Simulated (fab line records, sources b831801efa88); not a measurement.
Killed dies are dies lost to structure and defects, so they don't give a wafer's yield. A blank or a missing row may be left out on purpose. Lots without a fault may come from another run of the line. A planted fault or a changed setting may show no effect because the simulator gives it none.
fab line records | flow sky130
record lots=24 wafers=72 last_day=51
route steps=708 shown METAL2@489 METAL3@535 CAP2M@605 VIA4@642
lots that met no fault: from a run of the same line without faults
start_h: hours from the record's first day to the start of the lot's first wafer shown | wait_h: hours since the lot's step before | " the same as in the row above | L1.1+2: a row that stands for several wafers | - no value, or no start given | * or withheld: withheld | < > ~ a bound
route shown NAME@n: a module of which the file shows steps, and the number in the route of the first | usual: mean/standard deviation of fault-free wafers | same: alike in all rows | chamber/n: place in a boat | sites: the reading at each site | _std_site: their standard deviation | _edge_site: outer sites' mean less inner sites' | radius_mm: how far each site lies from the wafer's centre | mask NAME#n: copy n | behind: the tool/chamber that last shaped the wafer | hold: why the lot was held/for how many hours/how that ended | device: the transistor (n, p or np) that didn't switch | end of line: the same wafers' tests at the end of the route | a step without rows: its recipe alone | killed: dies lost to structure and defects at the first sort, not the wafer's yield | map: a wafer's dies, x killed, . not, _ none there
set.NAME: the setting as run; set.NAME@STEP: as run at that earlier step | model.NAME: the simulator's own value behind a step, which no gauge read
steps of the route over a sample of lots; a table a step, a row a wafer
services: from which hour (start_h, from the record's first day; less than 0 if before it) a tool's chamber was out of use, for how many hours, and why
## steps
# step SKY_METAL2_THK_MEAS_06
# recipe thk_meas_gauge=xrf reads=AlCu_of_METAL2_SPUTTER_02
# usual METAL2_ALCU_THK=250.0/2.3
# columns lot.wafer tool chamber start_h wait_h METAL2_ALCU_THK[nm]
L074.1 film_metro-03 - 793.94 0.1 251.1
L074.2 " - " " 253.1
L074.4 " - " " 251.3
L075.1 film_metro-03 - 815.25 0.1 253.3
L075.4 " - " " 251.1
L075.5 " - " " 252.0
L076.1 film_metro-04 - 819.25 0.1 250.8
L076.2 " - " " 249.7
L076.4 " - " " 248.3
L077.3 film_metro-03 - 834.04 0.1 250.8
L077.4 " - " " 250.3
L077.5 " - " " 250.7
L079.1 film_metro-03 - 838.68 0.1 255.2
L079.3 " - " " 253.7
L079.4 " - " " 252.2
L078.3 film_metro-03 - 842.69 0.1 248.7
L078.4 " - " " 248.7
L078.5 " - " " 252.1
L080.2 film_metro-03 - 852.77 0.1 251.1
L080.3 " - " " 252.3
L080.6 " - " " 252.5
L081.3 film_metro-01 - 863.15 0.1 249.5
L081.4 " - " " 250.1
L081.5 " - " " 247.8
L082.2 film_metro-04 - 864.60 0.1 247.5
L082.3 " - " " 247.9
L082.6 " - " " 247.2
L083.2 film_metro-04 - 880.32 0.1 248.5
L083.3 " - " " 248.1
L083.4 " - " " 248.6
L085.1 film_metro-03 - 888.55 0.1 248.3
L085.2 " - " " 246.5
L085.5 " - " " 245.5
L084.3 film_metro-03 - 889.73 0.1 252.9
L084.4 " - " " 251.7
L084.6 " - " " 251.2
L086.1 film_metro-04 - 894.23 0.1 253.9
L086.2 " - " " 250.5
L086.6 " - " " 249.4
L087.1 film_metro-04 - 915.00 0.1 250.2
L087.2 " - " " 244.3
L087.4 " - " " 249.2
L088.3 film_metro-01 - 923.40 0.1 250.5
L088.4 " - " " 246.5
L088.6 " - " " 247.9
L089.1 film_metro-03 - 935.52 0.1 248.8
L089.3 " - " " 249.7
L089.4 " - " " 250.3
L090.2 film_metro-03 - 940.28 0.1 245.1
L090.4 " - " " 249.0
L090.5 " - " " 250.0
L091.1 film_metro-04 - 954.14 0.1 250.9
L091.4 " - " " 251.4
L091.6 " - " " 250.2
L092.1 film_metro-04 - 959.79 0.1 251.0
L092.2 " - " " 251.4
L092.6 " - " " 251.7
L093.1 film_metro-04 - 965.56 0.1 254.3
L093.2 " - " " 253.6
L093.3 " - " " 252.4
L094.2 film_metro-04 - 967.71 0.1 249.3
L094.4 " - " " 247.2
L094.6 " - " " 249.3
L096.1 film_metro-04 - 971.04 0.1 250.6
L096.2 " - " " 248.3
L096.5 " - " " 248.7
L095.4 film_metro-01 - 974.41 0.1 250.2
L095.5 " - " " 249.3
L095.6 " - " " 251.4
L097.2 film_metro-04 - 978.21 0.1 249.2
L097.4 " - " " 253.0
L097.5 " - " " 251.9
# step SKY_METAL3_SPUTTER_03
# recipe material=Ti target_thk_nm=5 power_w=3000 time_s=3.3 chamber_pressure_pa=0.4
# usual throttle_valve_pct=29.9/0.96
# columns lot.wafer tool chamber start_h wait_h throttle_valve_pct
L074.1 pvd_sputter-01 - 850.54 0.0 31.1
L074.2 " - " " 29.7
L074.4 " - " " 29.8
L075.1 pvd_sputter-02 - 871.01 0.0 28.7
L075.4 " - " " 31.0
L075.5 " - " " 28.7
L076.1 pvd_sputter-01 - 874.70 0.0 30.8
L076.2 " - " " 28.7
L076.4 " - " " 29.8
L077.3 pvd_sputter-04 - 889.93 0.0 30.5
L077.4 " - " " 31.1
L077.5 " - " " 29.5
L079.1 pvd_sputter-04 - 892.96 0.0 31.0
L079.3 " - " " 29.3
L079.4 " - " " 29.5
L078.3 pvd_sputter-01 - 897.35 0.0 31.4
L078.4 " - " " 29.1
L078.5 " - " " 30.7
L080.2 pvd_sputter-01 - 907.32 0.0 30.9
L080.3 " - " " 28.9
L080.6 " - " " 29.7
L081.3 pvd_sputter-02 - 917.69 0.0 31.2
L081.4 " - " " 28.5
L081.5 " - " " 31.0
L082.2 pvd_sputter-01 - 919.21 0.0 31.3
L082.3 " - " " 28.8
L082.6 " - " " 29.8
L083.2 pvd_sputter-02 - 933.36 0.0 28.7
L083.3 " - " " 30.9
L083.4 " - " " 30.9
L085.1 pvd_sputter-01 - 942.12 0.0 29.8
L085.2 " - " " 28.6
L085.5 " - " " 30.9
L084.3 pvd_sputter-01 - 943.92 0.0 29.9
L084.4 " - " " 31.0
L084.6 " - " " 29.9
L086.1 pvd_sputter-02 - 947.54 0.0 28.9
L086.2 " - " " 28.6
L086.6 " - " " 30.9
L087.1 pvd_sputter-01 - 968.83 0.0 29.6
L087.2 " - " " 28.7
L087.4 " - " " 30.8
L088.3 pvd_sputter-01 - 976.25 0.0 28.8
L088.4 " - " " 29.7
L088.6 " - " " 28.8
L089.1 pvd_sputter-01 - 987.93 0.0 28.6
L089.3 " - " " 31.0
L089.4 " - " " 29.7
L090.2 pvd_sputter-04 - 992.60 0.0 30.4
L090.4 " - " " 29.4
L090.5 " - " " 30.8
L091.1 pvd_sputter-02 - 1005.95 0.0 31.2
L091.4 " - " " 28.7
L091.6 " - " " 28.6
L092.1 pvd_sputter-01 - 1010.74 0.0 31.1
L092.2 " - " " 29.7
L092.6 " - " " 28.6
L093.1 pvd_sputter-01 - 1016.65 0.0 29.6
L093.2 " - " " 28.7
L093.3 " - " " 29.7
L094.2 pvd_sputter-04 - 1019.00 0.0 29.6
L094.4 " - " " 31.1
L094.6 " - " " 29.8
L096.1 pvd_sputter-02 - 1022.66 0.0 28.6
L096.2 " - " " 28.5
L096.5 " - " " 30.8
L095.4 pvd_sputter-02 - 1025.36 0.0 30.9
L095.5 " - " " 31.1
L095.6 " - " " 28.9
L097.2 pvd_sputter-02 - 1027.51 0.0 31.1
L097.4 " - " " 28.9
L097.5 " - " " 31.1
# step SKY_METAL3_METAL_ETCH_18
# recipe target_depth_a=8450 stop_on=SiO2 over_etch_frac=0.3 time_s=183.1 chemistry=Cl2/BCl3 resist_sidewall_deg=88 pressure_mtorr=10 icp_w=900 bias_w=48.5 Cl2_flow_sccm=60 bcl3_flow_sccm=30
# usual drypump_motor_current_A=5.5/0.48 mfc_cl2_sccm=59.98/0.18 oes_product_au=0.866/0.006 throttle_valve_pct=22.264/0.0083
# columns lot.wafer tool chamber start_h wait_h drypump_motor_current_A mfc_cl2_sccm oes_product_au rf_hours_counter_h throttle_valve_pct
L074.1 rie_metal-01 0 903.13 0.0 5.1 59.93 0.867 5 22.260
L074.2 " 1 " " 6.1 60.13 0.880 8 22.279
L074.4 " 0 " " 5.1 59.98 0.873 - 22.258
L075.1 rie_metal-01 0 925.03 0.0 5.1 60.03 0.877 6 22.263
L075.4 " 1 " " 6.1 59.84 0.870 - 22.264
L075.5 " 0 " " 5.1 60.07 0.875 - 22.273
L076.1 rie_metal-01 0 926.06 0.0 5.1 59.95 0.858 6 22.262
L076.2 " 1 " " 6.1 59.98 0.871 9 22.262
L076.4 " 1 " " 6.1 59.92 0.867 - 22.256
L077.3 rie_metal-01 1 941.64 0.1 6.1 59.44 0.865 - 22.268
L077.4 " 0 " " 5.1 60.02 0.853 - 22.263
L077.5 " 1 " " 6.1 59.77 0.860 - 22.280
L079.1 rie_metal-04 0 944.51 0.0 5.8 60.21 0.866 16 22.272
L079.3 " 0 " " 5.8 60.15 0.866 - 22.266
L079.4 " 1 " " 4.8 59.93 0.872 - 22.270
L078.3 rie_metal-02 0 949.94 0.1 6.0 59.74 0.873 - 22.277
L078.4 " 1 " " 5.3 60.03 0.867 - 22.273
L078.5 " 0 " " 6.0 60.04 0.869 - 22.260
L080.2 rie_metal-02 0 958.58 0.0 6.0 59.81 0.852 3 22.260
L080.3 " 0 " " 6.0 59.88 0.880 - 22.254
L080.6 " 1 " " 5.3 59.96 0.868 - 22.258
L081.3 rie_metal-02 1 968.74 0.1 5.3 59.94 0.864 - 22.259
L081.4 " 0 " " 6.0 59.93 0.867 - 22.270
L081.5 " 0 " " 6.0 59.77 0.866 - 22.281
L082.2 rie_metal-01 1 970.43 0.0 6.1 60.25 0.864 11 22.261
L082.3 " 1 " " 6.1 60.30 0.861 - 22.258
L082.6 " 1 " " 6.1 60.37 0.865 - 22.261
L083.2 rie_metal-02 0 983.81 0.0 6.0 59.73 0.872 4 22.261
L083.3 " 1 " " 5.3 59.93 0.863 - 22.263
L083.4 " 0 " " 6.0 59.94 0.859 - 22.261
L085.1 rie_metal-04 0 991.98 0.0 5.8 59.71 0.869 18 22.259
L085.2 " 1 " " 4.7 60.05 0.872 16 22.261
L085.5 " 1 " " 4.8 60.11 0.867 - 22.267
L084.3 rie_metal-02 1 993.74 0.1 5.3 59.85 0.873 - 22.271
L084.4 " 0 " " 6.0 60.09 0.858 - 22.270
L084.6 " 1 " " 5.3 60.01 0.874 - 22.257
L086.1 rie_metal-02 1 998.33 0.0 5.3 59.67 0.865 12 22.273
L086.2 " 0 " " 6.0 60.10 0.861 5 22.261
L086.6 " 0 " " 6.0 59.79 0.850 - 22.274
L087.1 rie_metal-04 0 1018.18 0.0 5.8 60.12 0.866 20 22.265
L087.2 " 1 " " 4.7 60.26 0.875 17 22.270
L087.4 " 0 " " 5.9 59.74 0.871 - 22.272
L088.3 rie_metal-02 0 1024.34 0.1 6.0 60.24 0.880 - 22.264
L088.4 " 1 " " 5.3 59.79 0.874 - 22.260
L088.6 " 1 " " 5.3 59.68 0.870 - 22.257
L089.1 rie_metal-02 1 1035.66 0.0 5.3 60.04 0.868 14 22.271
L089.3 " 1 " " 5.3 60.13 0.860 - 22.250
L089.4 " 0 " " 6.0 60.06 0.869 - 22.257
L090.2 rie_metal-02 0 1040.23 0.0 6.0 59.64 0.866 7 22.251
L090.4 " 0 " " 6.0 60.08 0.859 - 22.251
L090.5 " 0 " " 6.0 60.18 0.870 - 22.268
L091.1 rie_metal-01 1 1052.73 0.0 6.2 59.97 0.856 16 22.256
L091.4 " 0 " " 5.1 60.00 0.870 - 22.258
L091.6 " 0 " " 5.1 60.21 0.867 - 22.260
L092.1 rie_metal-04 0 1057.61 0.0 5.9 59.98 0.862 22 22.278
L092.2 " 1 " " 4.7 60.08 0.872 20 22.253
L092.6 " 1 " " 4.7 60.01 0.873 - 22.261
L093.1 rie_metal-02 1 1063.51 0.0 5.3 60.17 0.871 16 22.270
L093.2 " 0 " " 6.0 60.30 0.862 9 22.261
L093.3 " 1 " " 5.3 60.21 0.863 - 22.268
L094.2 rie_metal-04 0 1065.23 0.0 5.8 60.36 0.867 23 22.262
L094.4 " 0 " " 5.8 60.22 0.863 - 22.252
L094.6 " 1 " " 4.7 59.77 0.867 - 22.262
L096.1 rie_metal-01 0 1068.49 0.0 5.1 60.53 0.854 14 22.265
L096.2 " 1 " " 6.1 60.05 0.868 16 22.268
L096.5 " 1 " " 6.1 60.22 0.859 - 22.252
L095.4 rie_metal-02 1 1071.47 0.1 5.3 59.83 0.866 - 22.276
L095.5 " 0 " " 6.0 59.80 0.868 - 22.271
L095.6 " 1 " " 5.3 60.12 0.875 - 22.267
L097.2 rie_metal-04 1 1073.33 0.0 4.7 59.99 0.857 21 22.254
L097.4 " 1 " " 4.8 59.84 0.872 - 22.251
L097.5 " 1 " " 4.7 59.56 0.865 - 22.272
# step SKY_CAP2M_SPUTTER_02
# recipe material=TiN target_thk_nm=200 temp_c=300 power_w=6500 time_s=166.7 chamber_pressure_pa=0.4
# usual throttle_valve_pct=30.0/0.96
# columns lot.wafer tool chamber start_h wait_h throttle_valve_pct
L074.1 pvd_sputter-02 - 931.82 0.1 29.0
L074.2 " - " " 28.7
L074.4 " - " " 31.3
L075.1 pvd_sputter-04 - 953.08 0.1 30.9
L075.4 " - " " 29.9
L075.5 " - " " 29.9
L076.1 pvd_sputter-02 - 953.83 0.1 29.1
L076.2 " - " " 30.9
L076.4 " - " " 31.0
L077.3 pvd_sputter-01 - 969.82 0.0 31.2
L077.4 " - " " 30.1
L077.5 " - " " 29.9
L079.1 pvd_sputter-02 - 972.58 0.1 28.8
L079.3 " - " " 31.1
L079.4 " - " " 31.0
L078.3 pvd_sputter-04 - 977.70 0.0 30.8
L078.4 " - " " 30.8
L078.5 " - " " 29.7
L080.2 pvd_sputter-02 - 987.11 0.0 29.0
L080.3 " - " " 31.0
L080.6 " - " " 31.2
L081.3 pvd_sputter-01 - 996.37 0.0 29.7
L081.4 " - " " 31.0
L081.5 " - " " 31.2
L082.2 pvd_sputter-01 - 997.85 0.0 29.6
L082.3 " - " " 29.7
L082.6 " - " " 31.1
L083.2 pvd_sputter-02 - 1010.56 0.0 31.1
L083.3 " - " " 31.3
L083.4 " - " " 28.8
L085.1 pvd_sputter-01 - 1018.41 0.1 29.7
L085.2 " - " " 31.0
L085.5 " - " " 28.4
L084.3 pvd_sputter-04 - 1020.65 0.0 29.5
L084.4 " - " " 30.5
L084.6 " - " " 29.6
L086.1 pvd_sputter-04 - 1025.38 0.1 30.8
L086.2 " - " " 30.7
L086.6 " - " " 31.0
L087.1 pvd_sputter-04 - 1043.98 0.1 29.5
L087.2 " - " " 30.9
L087.4 " - " " 29.7
L088.3 pvd_sputter-01 - 1049.68 0.0 28.5
L088.4 " - " " 30.8
L088.6 " - " " 31.0
L089.1 pvd_sputter-02 - 1061.23 0.1 31.2
L089.3 " - " " 31.1
L089.4 " - " " 28.6
L090.2 pvd_sputter-02 - 1066.33 0.0 28.9
L090.4 " - " " 31.1
L090.5 " - " " 31.0
L091.1 pvd_sputter-04 - 1077.33 0.1 29.7
L091.4 " - " " 29.5
L091.6 " - " " 31.1
L092.1 pvd_sputter-02 - 1082.39 0.1 29.0
L092.2 " - " " 30.9
L092.6 " - " " 29.1
L093.1 pvd_sputter-02 - 1089.01 0.1 29.1
L093.2 " - " " 31.1
L093.3 " - " " 29.0
L094.2 pvd_sputter-04 - 1089.78 0.0 29.8
L094.4 " - " " 30.5
L094.6 " - " " 30.9
L096.1 pvd_sputter-02 - 1093.37 0.1 28.7
L096.2 " - " " 28.6
L096.5 " - " " 28.8
L095.4 pvd_sputter-01 - 1095.59 0.0 30.0
L095.5 " - " " 29.9
L095.6 " - " " 29.7
L097.2 pvd_sputter-02 - 1097.96 0.0 30.8
L097.4 " - " " 28.6
L097.5 " - " " 28.6
# step SKY_CAP2M_RS_MEAS_03
# recipe thk_meas_gauge=four-point-probe reads=TiN_of_CAP2M_SPUTTER_02
# usual CAP2M_TIN_RS=6.91/0.08
# columns lot.wafer tool chamber start_h wait_h CAP2M_TIN_RS[ohm/sq]
L074.1 film_metro-01 - 931.93 0.1 6.88
L074.2 " - " " 6.95
L074.4 " - " " 6.94
L075.1 film_metro-01 - 953.19 0.1 6.95
L075.4 " - " " 6.97
L075.5 " - " " 6.99
L076.1 film_metro-03 - 953.94 0.1 6.98
L076.2 " - " " 7.00
L076.4 " - " " 6.93
L077.3 film_metro-04 - 969.97 0.1 6.87
L077.4 " - " " 6.95
L077.5 " - " " 6.87
L079.1 film_metro-01 - 972.69 0.1 6.82
L079.3 " - " " 6.85
L079.4 " - " " 6.84
L078.3 film_metro-04 - 977.85 0.1 6.82
L078.4 " - " " 6.88
L078.5 " - " " 6.96
L080.2 film_metro-01 - 987.24 0.1 6.87
L080.3 " - " " 6.94
L080.6 " - " " 6.90
L081.3 film_metro-03 - 996.52 0.1 7.06
L081.4 " - " " 6.97
L081.5 " - " " 6.95
L082.2 film_metro-03 - 997.98 0.1 6.99
L082.3 " - " " 7.02
L082.6 " - " " 6.90
L083.2 film_metro-04 - 1010.69 0.1 6.94
L083.3 " - " " 6.83
L083.4 " - " " 6.93
L085.1 film_metro-04 - 1018.52 0.1 7.03
L085.2 " - " " 6.98
L085.5 " - " " 7.01
L084.3 film_metro-01 - 1020.79 0.1 6.83
L084.4 " - " " 6.78
L084.6 " - " " 6.80
L086.1 film_metro-01 - 1025.49 0.1 6.87
L086.2 " - " " 6.89
L086.6 " - " " 6.83
L087.1 film_metro-04 - 1044.09 0.1 6.91
L087.2 " - " " 6.82
L087.4 " - " " 6.93
L088.3 film_metro-03 - 1049.83 0.1 6.91
L088.4 " - " " 6.87
L088.6 " - " " 6.87
L089.1 film_metro-04 - 1061.34 0.1 6.94
L089.3 " - " " 6.98
L089.4 " - " " 6.90
L090.2 film_metro-04 - 1066.46 0.1 6.84
L090.4 " - " " 6.93
L090.5 " - " " 6.91
L091.1 film_metro-04 - 1077.44 0.1 7.02
L091.4 " - " " 6.95
L091.6 " - " " 6.90
L092.1 film_metro-01 - 1082.50 0.1 6.84
L092.2 " - " " 6.86
L092.6 " - " " 6.80
L093.1 film_metro-03 - 1089.12 0.1 6.75
L093.2 " - " " 6.79
L093.3 " - " " 6.71
L094.2 film_metro-03 - 1089.91 0.1 7.01
L094.4 " - " " 6.98
L094.6 " - " " 6.94
L096.1 film_metro-01 - 1093.48 0.1 6.79
L096.2 " - " " 6.75
L096.5 " - " " 6.81
L095.4 film_metro-04 - 1095.76 0.1 7.05
L095.5 " - " " 6.99
L095.6 " - " " 7.03
L097.2 film_metro-04 - 1098.09 0.1 6.95
L097.4 " - " " 6.88
L097.5 " - " " 6.93
# step SKY_VIA4_BOW_MEAS_03
# recipe mode=bow
# usual VIA4_BOW=82/8.7
# columns lot.wafer tool chamber start_h wait_h VIA4_BOW[um]
L074.1 film_metro-02 - 983.36 0.1 89
L074.2 " - " " 86
L074.4 " - " " 85
L075.1 film_metro-03 - 1003.90 0.1 80
L075.4 " - " " 79
L075.5 " - " " 66
L076.1 film_metro-03 - 1004.22 0.2 89
L076.2 " - " " 97
L076.4 " - " " 95
L077.3 film_metro-03 - 1020.15 0.1 62
L077.4 " - " " 69
L077.5 " - " " 90
L079.1 film_metro-03 - 1022.97 0.2 68
L079.3 " - " " 79
L079.4 " - " " 73
L078.3 film_metro-02 - 1026.89 0.1 82
L078.4 " - " " 81
L078.5 " - " " 86
L080.2 film_metro-02 - 1035.32 0.3 78
L080.3 " - " " 72
L080.6 " - " " 72
L081.3 film_metro-02 - 1044.50 0.2 83
L081.4 " - " " 83
L081.5 " - " " 89
L082.2 film_metro-01 - 1046.43 0.3 89
L082.3 " - " " 96
L082.6 " - " " 80
L083.2 film_metro-02 - 1058.24 0.3 68
L083.3 " - " " 69
L083.4 " - " " 66
L085.1 film_metro-03 - 1065.27 0.2 78
L085.2 " - " " 66
L085.5 " - " " 99
L084.3 film_metro-03 - 1067.62 0.2 63
L084.4 " - " " 77
L084.6 " - " " 83
L086.1 film_metro-02 - 1071.85 0.1 84
L086.2 " - " " 73
L086.6 " - " " 85
L087.1 film_metro-01 - 1089.25 0.2 90
L087.2 " - " " 87
L087.4 " - " " 92
L088.3 film_metro-02 - 1094.86 0.3 75
L088.4 " - " " 78
L088.6 " - " " 73
L089.1 film_metro-03 - 1105.14 0.1 86
L089.3 " - " " 88
L089.4 " - " " 69
L090.2 film_metro-02 - 1109.79 0.3 72
L090.4 " - " " 91
L090.5 " - " " 66
L091.1 film_metro-01 - 1121.38 0.2 82
L091.4 " - " " 78
L091.6 " - " " 88
L092.1 film_metro-01 - 1124.99 0.2 94
L092.2 " - " " 93
L092.6 " - " " 81
L093.1 film_metro-02 - 1131.74 0.2 68
L093.2 " - " " 86
L093.3 " - " " 79
L094.2 film_metro-03 - 1133.11 0.2 73
L094.4 " - " " 73
L094.6 " - " " 77
L096.1 film_metro-03 - 1136.14 0.1 88
L096.2 " - " " 84
L096.5 " - " " 83
L095.4 film_metro-03 - 1137.95 0.2 82
L095.5 " - " " 74
L095.6 " - " " 82
L097.2 film_metro-02 - 1140.38 0.2 95
L097.4 " - " " 76
L097.5 " - " " 81
## services
# columns tool chamber start_h hours kind
pvd_sputter-02 - 828.43 2.8 repair
pvd_sputter-02 - 835.56 3.0 repair
rie_metal-01 1 845.90 17.6 repair
rie_metal-02 0 855.72 25.8 repair
pvd_sputter-01 - 865.98 2.0 repair
rie_metal-04 - 890.70 0.5 repair
pvd_sputter-01 0 911.07 - consumable_replace:kit
pvd_sputter-01 0 911.07 18.0 scheduled_down
pvd_sputter-01 0 911.07 18.0 vent_cycle
rie_metal-01 - 920.99 2.8 pm
rie_metal-02 0 932.02 9.3 repair
rie_metal-02 - 953.11 2.8 pm
rie_metal-02 - 955.95 0.8 repair
pvd_sputter-02 - 965.87 6.6 repair
pvd_sputter-01 - 980.58 0.6 repair
pvd_sputter-02 - 987.41 4.3 repair
rie_metal-04 - 1002.14 0.2 repair
pvd_sputter-02 0 1022.73 - consumable_replace:kit
pvd_sputter-02 0 1022.73 18.0 scheduled_down
pvd_sputter-02 0 1022.73 18.0 vent_cycle
pvd_sputter-01 - 1035.19 10.1 repair
pvd_sputter-01 - 1051.10 7.3 repair
pvd_sputter-01 - 1058.87 0.6 repair
pvd_sputter-01 3 1066.25 - consumable_replace:kit
## key
fault none
